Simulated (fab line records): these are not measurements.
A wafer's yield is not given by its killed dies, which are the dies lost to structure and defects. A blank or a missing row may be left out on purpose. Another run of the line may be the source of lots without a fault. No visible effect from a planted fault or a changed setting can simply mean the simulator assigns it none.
fab line records    flow sky130
[record] lots = 6  wafers = 18  last-day = 50
route steps=708 shown SONOS_ONO@186 GATE_OXIDE@187 PAD_OPEN@708
lots that met no fault: from a run of the same line without faults
start-h: start of the lot's first displayed wafer, in hours after the record's first day    wait-h: hours elapsed since this lot's preceding step    " identical to the entry in the row above    L1.1+2: several wafers, shown together as one row    - no value present, or no start provided    * or withheld: withheld    < > ~ a bound
route shown NAME@n: NAME is a module with steps in the file, n the number in the route of the first one    usual: mean/standard deviation taken from wafers without a fault    same: alike in all rows    chamber/n: place in a boat    sites: the reading at each site    _std_site: standard deviation across them    _edge_site: inner sites' mean taken away from outer sites' mean    radius-mm: for every site, how far away it sits from the centre of the wafer    mask NAME#n: copy n    behind: the last tool/chamber to shape the wafer    hold: why the lot went on hold/how many hours it stayed there/how the hold came to an end    device: whichever transistor did not switch (one of n, p or np)    end of line: the tests these same wafers got at the end of their route    where a step has no rows: the recipe by itself    killed: dies lost to structure and defects at the first sort, not the wafer's yield    map: dies across one wafer; x = killed, . = not, _ = none there
set.NAME: the setting as run; set.NAME@STEP: as run at that earlier step    model.NAME: the simulator's own value behind a step, which no gauge read
lots at selected steps of the route; one table per step, one row per wafer
services: the hour from which a tool's chamber was out of use, counted from the record's first day as start-h (under 0 if before that day), plus the number of hours and why
[[steps]]
[step SKY_SONOS_ONO_WET_ETCH_18]
[recipe] chemistry = H3PO4  target-depth-nm = 15  target = Si3N4  temp-c = 160  time-s = 172
[step SKY_GATE_OXIDE_CLEAN_00]
[recipe] chemistry = SC1/SC2  mix = 1:4:20  temp-c = 70  time-s = 150  dry = n2-spin
[step SKY_GATE_OXIDE_OXIDATION_01]
[recipe] temp-c = 900  ambient = O2  stabilise-s = 600  purge-s = 300  target-thk-a = 102.68  ox-time-s = 1473
[step SKY_GATE_OXIDE_THK_MEAS_02]
[recipe] reads = SiO2_of_GATE_OXIDE_OXIDATION_01
[usual] GATE_OXIDE_OXIDATION_00_THK = 10.27/0.17
lot.wafer  tool           chamber  start-h  wait-h  GATE_OXIDE_OXIDATION_00_THK[nm]
L781.2     film-metro-03  -        306.35   0.0     10.54
L781.3     "              -        "        "       10.53
L781.5     "              -        "        "       10.50
L789.1     film-metro-03  -        367.13   0.0     10.49
L789.3     "              -        "        "       10.57
L789.6     "              -        "        "       10.44
L796.3     film-metro-02  -        423.92   0.0     10.13
L796.5     "              -        "        "       10.03
L796.6     "              -        "        "       10.06
L797.1     film-metro-01  -        443.76   0.0     10.20
L797.3     "              -        "        "       10.24
L797.5     "              -        "        "       10.25
L798.1     film-metro-02  -        451.12   0.0     10.22
L798.2     "              -        "        "       10.39
L798.3     "              -        "        "       10.43
L801.3     film-metro-03  -        469.75   0.0     10.36
L801.4     "              -        "        "       10.43
L801.5     "              -        "        "       10.25
[step SKY_GATE_OXIDE_DEHYDRATE_03]
[recipe] temp-c = 200  time-s = 60
[step SKY_GATE_OXIDE_HMDS_04]
[recipe] prime-time-s = 60  prime-temp-c = 120
[step SKY_GATE_OXIDE_COAT_05]
[recipe] resist = NOVOLAK  spin-rpm = 3000  resist-thk-nm = 1140
[step SKY_GATE_OXIDE_SOFTBAKE_06]
[recipe] temp-c = 90  time-s = 60  resist = NOVOLAK
[step SKY_GATE_OXIDE_EXPOSE_07]
[recipe] mask-id = LVOM  na = 0.6  source-shape = conventional  sigma-outer = 0.6  polarization = unpolarized  target-cd-nm = 600  dose-mj = 170
[step SKY_GATE_OXIDE_PEB_08]
[recipe] temp-c = withheld  time-s = *  resist = NOVOLAK
[step SKY_GATE_OXIDE_DEVELOP_09]
[recipe] resist = NOVOLAK  developer = TMAH  develop-time-s = 60  dev-temp-c = 23
[step SKY_GATE_OXIDE_OVL_MEAS_10]
[usual] GATE_OXIDE_OVL = 0.6/1.3
lot.wafer  tool        chamber  start-h  wait-h  GATE_OXIDE_OVL[nm]
L781.2     overlay-02  -        331.03   0.1     0.1
L781.3     "           -        "        "       -0.3
L781.5     "           -        "        "       0.4
L789.1     overlay-01  -        395.84   0.1     -0.6
L789.3     "           -        "        "       1.3
L789.6     "           -        "        "       3.3
L796.3     overlay-01  -        454.95   0.1     3.3
L796.5     "           -        "        "       0.6
L796.6     "           -        "        "       4.2
L797.1     overlay-02  -        474.00   0.1     1.0
L797.3     "           -        "        "       1.1
L797.5     "           -        "        "       0.1
L798.1     overlay-01  -        481.84   0.1     0.0
L798.2     "           -        "        "       0.6
L798.3     "           -        "        "       -0.4
L801.3     overlay-01  -        500.04   0.1     0.5
L801.4     "           -        "        "       -1.2
L801.5     "           -        "        "       -0.3
[step SKY_GATE_OXIDE_IMPLANT_11]
[recipe] species = B  energy-kev = 10  dose-cm2 = 2.6e+12  tilt-deg = withheld
[usual] beam-energy-keV = 10.000/0.0031  dose-ions-cm2 = 2.6001e+12/2.7e+09
[same] implant-ion-amu = 11
lot.wafer  tool          chamber  start-h  wait-h  beam-energy-keV  dose-ions-cm2  model.implant.rp-nm  model.implant.drp-nm
L781.2     implanter-04  0        331.09   0.0     9.997            2.6016e+12     33.9                 17.11
L781.3     "             0        "        "       9.996            2.596e+12      33.9                 17.11
L781.5     "             0        "        "       10.003           2.5977e+12     33.9                 17.11
L789.1     implanter-01  0        395.88   0.0     10.005           2.6019e+12     35.13                17.11
L789.3     "             0        "        "       10.004           2.6025e+12     35.13                17.11
L789.6     "             0        "        "       10.000           2.5993e+12     35.13                17.11
L796.3     implanter-03  0        455.02   0.1     9.995            2.5979e+12     33.75                17.11
L796.5     "             0        "        "       9.999            2.5993e+12     33.75                17.11
L796.6     "             0        "        "       9.996            2.5985e+12     33.75                17.11
L797.1     implanter-01  0        474.04   0.0     11.535           2.6008e+12     38.21                18.95
L797.3     "             0        "        "       11.536           2.6031e+12     38.21                18.95
L797.5     "             0        "        "       11.535           2.6033e+12     38.21                18.95
L798.1     implanter-01  0        481.87   0.0     11.540           2.5989e+12     37.44                18.95
L798.2     "             0        "        "       11.544           2.6024e+12     37.44                18.95
L798.3     "             0        "        "       11.547           2.5991e+12     37.44                18.95
L801.3     implanter-03  0        500.11   0.1     10.000           2.601e+12      33.71                17.11
L801.4     "             0        "        "       9.999            2.6027e+12     33.71                17.11
L801.5     "             0        "        "       10.000           2.601e+12      33.71                17.11
[step SKY_GATE_OXIDE_WET_ETCH_12]
[recipe] chemistry = dHF  target-depth-nm = 16.8  dry = n2-spin  target = SiO2  dilution = 100:1  temp-c = 25  time-s = 336
[step SKY_GATE_OXIDE_STRIP_13]
[recipe] chemistry = O2/N2  power-w = 1400  pressure-mtorr = 1500  platen-temp-c = withheld  o2-flow-sccm = 3000  n2-flow-sccm = 300  overash-fraction = 0.5
[usual] drypump-motor-current-A = 5.6/0.47  oes-product-au = 0.716/0.0047  strip-time-to-endpoint-s = 14.20/0.039
lot.wafer  tool             chamber  start-h  wait-h  drypump-motor-current-A  oes-product-au  rf-hours-counter-h  strip-time-to-endpoint-s
L781.2     plasma-asher-04  1        331.32   0.0     5.8                      0.713           21                  14.21
L781.3     "                0        "        "       5.6                      0.714           -                   14.24
L781.5     "                1        "        "       5.8                      0.717           -                   14.22
L789.1     plasma-asher-04  1        396.13   0.0     5.8                      0.720           27                  14.19
L789.3     "                1        "        "       5.8                      0.716           -                   14.18
L789.6     "                1        "        "       5.8                      0.719           -                   14.19
L796.3     plasma-asher-01  1        455.26   0.0     5.8                      0.722           -                   14.17
L796.5     "                1        "        "       5.9                      0.716           -                   14.26
L796.6     "                0        "        "       5.2                      0.720           -                   14.23
L797.1     plasma-asher-01  1        474.29   0.0     5.8                      0.705           63                  14.22
L797.3     "                1        "        "       5.8                      0.713           -                   14.24
L797.5     "                0        "        "       5.2                      0.713           -                   14.24
L798.1     plasma-asher-04  0        482.13   0.0     5.5                      0.717           36                  14.21
L798.2     "                1        "        "       5.8                      0.709           36                  14.19
L798.3     "                0        "        "       5.6                      0.717           -                   14.21
L801.3     plasma-asher-01  0        500.35   0.0     5.2                      0.715           -                   14.13
L801.4     "                1        "        "       5.9                      0.717           -                   14.17
L801.5     "                1        "        "       5.8                      0.720           -                   14.16
[step SKY_GATE_OXIDE_TW_MEAS_14]
[usual] GATE_OXIDE_TW = 223.8/1.5
lot.wafer  tool           chamber  start-h  wait-h  GATE_OXIDE_TW
L781.2     film-metro-02  -        331.43   0.1     224.9
L781.3     "              -        "        "       226.1
L781.5     "              -        "        "       227.4
L789.1     film-metro-03  -        396.23   0.1     222.7
L789.3     "              -        "        "       222.2
L789.6     "              -        "        "       222.9
L796.3     film-metro-01  -        455.35   0.1     222.7
L796.5     "              -        "        "       222.7
L796.6     "              -        "        "       223.0
L797.1     film-metro-01  -        474.39   0.1     229.7
L797.3     "              -        "        "       227.3
L797.5     "              -        "        "       230.1
L798.1     film-metro-01  -        482.23   0.1     229.3
L798.2     "              -        "        "       228.3
L798.3     "              -        "        "       229.9
L801.3     film-metro-02  -        500.43   0.1     225.0
L801.4     "              -        "        "       226.0
L801.5     "              -        "        "       224.9
[step SKY_GATE_OXIDE_CLEAN_15]
[recipe] chemistry = SC1/SC2  mix = 1:4:20  temp-c = 70  time-s = 150  dry = n2-spin
[step SKY_PAD_OPEN_PROBE_99]
[usual] killed_at_M0_to_M3 = 43/6.8  killed_at_M4_up = 3.2/1.8  killed-at-contacts = 24/5.2  killed-at-front-end = 15/4.2  killed-at-other = 0.4/0.62  killed-dies = 85/8.7  killed-open = 46/6.7  killed-short = 39/5.9
[same] gross-dies = 492  killed-at-back-side = 0
lot.wafer  tool       chamber  start-h  wait-h  killed_at_M0_to_M3  killed_at_M4_up  killed-at-contacts  killed-at-front-end  killed-at-other  killed-dies  killed-open  killed-short  model.etest.pfet_01v8_lvt.off-log10-a-um  model.etest.pfet_01v8_lvt.vt-sat-v  model.etest.pfet_01v8_lvt.vt-v  model.etest.pfet_01v8_lvt.vt-long-v  model.etest.pfet_01v8_hvt.vt-long-v  model.etest.pfet_01v8.vt-long-v  model.etest.pfet_01v8_hvt.vt-v  model.etest.nfet_01v8_lvt.vt-long-v
L781.2     prober-01  -        1093.04  0.1     39                  2                20                  11                   0                72           41           31            -8.834                                    -0.4356                             -0.5293                         -0.6491                              -1.112                               -1.06                            -0.8922                         0.4375
L781.3     prober-01  -        1093.09  0.2     44                  4                23                  20                   0                91           49           42            -8.958                                    -0.4359                             -0.5276                         -0.6486                              -1.116                               -1.061                           -0.8985                         0.4436
L781.5     prober-01  -        1093.19  0.2     46                  3                28                  20                   0                97           48           49            -8.819                                    -0.4373                             -0.5284                         -0.6464                              -1.112                               -1.06                            -0.8967                         0.4403
L789.1     prober-01  -        1136.56  0.1     48                  5                26                  16                   0                95           46           48            -8.53                                     -0.4204                             -0.5184                         -0.642                               -1.106                               -1.045                           -0.8877                         0.4264
L789.3     prober-01  -        1136.66  0.2     35                  6                24                  17                   0                82           45           36            -8.516                                    -0.4217                             -0.5218                         -0.6443                              -1.107                               -1.048                           -0.8841                         0.4258
L789.6     prober-01  -        1136.81  0.2     43                  2                30                  9                    0                84           50           33            -8.445                                    -0.4201                             -0.5173                         -0.6384                              -1.104                               -1.045                           -0.8829                         0.4328
L796.3     prober-02  -        1173.38  0.2     48                  5                25                  21                   2                101          51           49            -8.904                                    -0.445                              -0.5329                         -0.6543                              -1.106                               -1.047                           -0.8807                         0.4361
L796.5     prober-02  -        1173.48  0.2     46                  4                23                  15                   2                90           46           42            -8.758                                    -0.4358                             -0.531                          -0.6509                              -1.107                               -1.045                           -0.8866                         0.439
L796.6     prober-02  -        1173.53  0.2     42                  2                29                  17                   0                90           50           40            -8.806                                    -0.4395                             -0.5286                         -0.6464                              -1.104                               -1.044                           -0.8864                         0.4385
L797.1     prober-01  -        1181.44  0.1     45                  4                20                  17                   0                86           36           50            -8.24                                     -0.406                              -0.5112                         -0.6363                              -1.12                                -1.056                           -0.8852                         0.4286
L797.3     prober-01  -        1181.54  0.2     33                  2                26                  20                   0                81           41           40            -8.205                                    -0.4116                             -0.5179                         -0.6393                              -1.118                               -1.055                           -0.8912                         0.4229
L797.5     prober-01  -        1181.64  0.2     34                  1                24                  13                   1                73           42           31            -8.382                                    -0.4108                             -0.5151                         -0.6417                              -1.12                                -1.059                           -0.8837                         0.4258
L798.1     prober-02  -        1183.85  0.1     60                  4                20                  10                   0                94           54           40            -8.337                                    -0.4174                             -0.5157                         -0.6384                              -1.12                                -1.062                           -0.9035                         0.4227
L798.2     prober-02  -        1183.90  0.1     51                  4                28                  16                   0                99           56           43            -8.476                                    -0.4193                             -0.5202                         -0.6415                              -1.12                                -1.063                           -0.9022                         0.4239
L798.3     prober-02  -        1183.95  0.2     40                  6                26                  15                   0                87           49           37            -8.461                                    -0.4154                             -0.517                          -0.637                               -1.118                               -1.062                           -0.8958                         0.4225
L801.3     prober-01  -        1191.26  0.2     45                  1                20                  17                   1                84           51           32            -9.014                                    -0.4524                             -0.5393                         -0.6561                              -1.114                               -1.066                           -0.905                          0.4345
L801.4     prober-01  -        1191.31  0.2     48                  5                18                  10                   0                81           47           34            -8.959                                    -0.4508                             -0.5389                         -0.6588                              -1.119                               -1.07                            -0.9022                         0.4376
L801.5     prober-01  -        1191.36  0.2     27                  1                19                  17                   1                65           37           27            -9.071                                    -0.4514                             -0.5389                         -0.6582                              -1.119                               -1.071                           -0.9032                         0.4335
// killed by level:class
L781.2 VIA2:geometric-particle:open=9 VIA1:geometric-particle:open=8 LOCAL_INTERCONNECT:geometric-particle:short=6 CONTACT:geometric-particle:open=6 METAL2:geometric-particle:short=6 FIELD_ISO:geometric-particle:open=5 VIA3:geometric-particle:open=5 LI_CONTACT:geometric-particle:open=4
L781.3 CONTACT:geometric-particle:open=15 VIA1:geometric-particle:open=9 POLY_GATE:geometric-particle:short=8 VIA3:geometric-particle:open=7 FIELD_ISO:geometric-particle:short=6 METAL2:geometric-particle:short=6 VIA2:geometric-particle:open=5 METAL3:geometric-particle:short=4
L781.5 VIA1:geometric-particle:open=14 POLY_GATE:geometric-particle:open=8 LOCAL_INTERCONNECT:geometric-particle:short=6 CONTACT:geometric-particle:open=6 VIA2:geometric-particle:open=6 VIA3:geometric-particle:short=6 LI_CONTACT:geometric-particle:open=5 CONTACT:geometric-particle:short=5
L789.1 LI_CONTACT:geometric-particle:open=9 CONTACT:geometric-particle:open=9 VIA1:geometric-particle:open=8 VIA3:geometric-particle:short=8 METAL2:geometric-particle:short=6 METAL1:geometric-particle:short=5 VIA1:geometric-particle:short=5 FIELD_ISO:geometric-particle:short=4
L789.3 CONTACT:geometric-particle:open=10 VIA2:geometric-particle:open=9 METAL1:geometric-particle:short=6 VIA1:geometric-particle:open=6 VIA3:geometric-particle:open=5 FIELD_ISO:geometric-particle:open=4 POLY_GATE:geometric-particle:open=4 LI_CONTACT:geometric-particle:open=4
L789.6 VIA1:geometric-particle:open=13 LI_CONTACT:geometric-particle:open=9 CONTACT:geometric-particle:open=8 LOCAL_INTERCONNECT:geometric-particle:short=6 CONTACT:geometric-particle:short=6 METAL1:geometric-particle:short=6 VIA3:geometric-particle:open=6 VIA2:geometric-particle:open=5
L796.3 VIA1:geometric-particle:open=14 CONTACT:geometric-particle:open=9 VIA2:geometric-particle:open=8 METAL2:geometric-particle:short=6 FIELD_ISO:geometric-particle:open=5 CONTACT:geometric-particle:short=5 VIA1:geometric-particle:short=5 FIELD_ISO:geometric-particle:short=4
L796.5 CONTACT:geometric-particle:open=10 METAL2:geometric-particle:short=9 VIA1:geometric-particle:short=9 LI_CONTACT:geometric-particle:open=7 VIA1:geometric-particle:open=7 FIELD_ISO:geometric-particle:short=6 VIA2:geometric-particle:open=6 VIA3:geometric-particle:open=6
L796.6 CONTACT:geometric-particle:open=16 METAL2:geometric-particle:short=7 VIA1:geometric-particle:open=7 VIA2:geometric-particle:open=7 VIA1:geometric-particle:short=6 LI_CONTACT:geometric-particle:open=5 POLY_GATE:geometric-particle:open=4 LI_CONTACT:geometric-particle:short=4
L797.1 METAL1:geometric-particle:short=10 VIA1:geometric-particle:open=9 METAL2:geometric-particle:short=7 LOCAL_INTERCONNECT:geometric-particle:short=6 CONTACT:geometric-particle:open=6 VIA3:geometric-particle:short=6 SPACER:geometric-particle:open=5 VIA1:geometric-particle:short=5
L797.3 VIA1:geometric-particle:open=8 FIELD_ISO:geometric-particle:short=7 METAL1:geometric-particle:short=7 LI_CONTACT:geometric-particle:open=7 CONTACT:geometric-particle:open=7 FIELD_ISO:geometric-particle:open=6 CONTACT:geometric-particle:short=6 LOCAL_INTERCONNECT:geometric-particle:short=4
L797.5 CONTACT:geometric-particle:open=13 VIA3:geometric-particle:open=8 VIA2:geometric-particle:open=5 CONTACT:geometric-particle:short=4 VIA1:geometric-particle:open=4 METAL1:geometric-particle:short=4 METAL2:geometric-particle:short=4 FIELD_ISO:geometric-particle:short=3
L798.1 VIA1:geometric-particle:open=14 METAL1:geometric-particle:short=10 CONTACT:geometric-particle:open=9 VIA3:geometric-particle:open=8 LI_CONTACT:geometric-particle:open=5 VIA1:geometric-particle:short=5 METAL2:geometric-particle:short=5 VIA2:geometric-particle:open=4
L798.2 VIA1:geometric-particle:open=13 CONTACT:geometric-particle:open=11 METAL2:geometric-particle:short=8 LI_CONTACT:geometric-particle:open=7 METAL3:geometric-particle:short=7 VIA3:geometric-particle:open=5 CONTACT:geometric-particle:short=5 VIA2:geometric-particle:open=5
L798.3 CONTACT:geometric-particle:open=13 VIA1:geometric-particle:open=7 VIA2:geometric-particle:open=6 METAL4:geometric-particle:short=6 LOCAL_INTERCONNECT:geometric-particle:short=5 METAL2:geometric-particle:short=5 VIA3:geometric-particle:open=5 FIELD_ISO:geometric-particle:short=4
L801.3 CONTACT:geometric-particle:open=12 VIA3:geometric-particle:open=10 VIA2:geometric-particle:open=7 VIA1:geometric-particle:open=7 FIELD_ISO:geometric-particle:short=5 FIELD_ISO:geometric-particle:open=4 LI_CONTACT:geometric-particle:open=4 VIA2:geometric-particle:short=4
L801.4 VIA3:geometric-particle:open=10 VIA1:geometric-particle:open=9 VIA2:geometric-particle:open=9 CONTACT:geometric-particle:open=8 LI_CONTACT:geometric-particle:open=6 FIELD_ISO:geometric-particle:short=5 METAL4:geometric-particle:short=5 VIA1:geometric-particle:short=4
L801.5 LI_CONTACT:geometric-particle:open=10 VIA2:geometric-particle:open=6 CONTACT:geometric-particle:short=4 VIA1:geometric-particle:open=4 VIA3:geometric-particle:open=4 FIELD_ISO:geometric-particle:short=3 POLY_GATE:geometric-particle:short=3 SPACER:geometric-particle:open=3
[[services]]
tool             chamber  start-h  hours  kind
plasma-asher-04  -        309.93   2.8    pm
implanter-04     -        310.33   3.5    pm
implanter-04     -        313.79   9.6    pm
implanter-03     -        331.24   1.9    repair
implanter-01     -        338.40   5.3    repair
implanter-04     -        348.18   1.7    repair
implanter-01     -        349.03   3.5    repair
implanter-01     -        352.56   3.8    pm
implanter-03     -        354.70   3.4    pm
plasma-asher-01  -        359.54   2.6    repair
plasma-asher-01  -        366.70   0.4    repair
plasma-asher-01  -        407.28   2.8    pm
implanter-03     -        437.06   1.8    pm
implanter-03     -        449.85   2.4    repair
[[key]]
[first-sign] step = SKY_GATE_OXIDE_IMPLANT_11  reading = beam-energy-keV  direction = up  sigmas = 99+  usual = *  struck = *
[effect] step = SKY_GATE_OXIDE_TW_MEAS_14  reading = GATE_OXIDE_TW  direction = up  sigmas = 3.6  usual = 223.8  struck = 229.1
[model-effect] step = SKY_GATE_OXIDE_IMPLANT_11  value = implant.rp-nm  without = 32.83  struck = 37.82
[model-effect] step = SKY_PAD_OPEN_PROBE_99  value = etest.pfet_01v8_lvt.off-log10-a-um  without = -8.997  struck = -8.35
met-at SKY_GATE_OXIDE_IMPLANT_11
struck-wafers L797.1,L797.3,L797.5,L798.1,L798.2,L798.3
tester-left-out L797,L798
onset-between 395.88 474.04
[fault] kind = process-parameter-drift  tool = implanter-01  chamber = -  onset-h = 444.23  steps = SKY_GATE_OXIDE_IMPLANT_11  channel = energy-kev  offset = *  shape = step  end-h = 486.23  acts-in = *  stated = *
// tester-left-out: of these lots the tester's yield and bins aren't shown, on N5 and GAA mostly nor the transistor test; their killed dies are dies lost to structure and defects alone, not to doping, threshold or leakage, so they don't give the yield
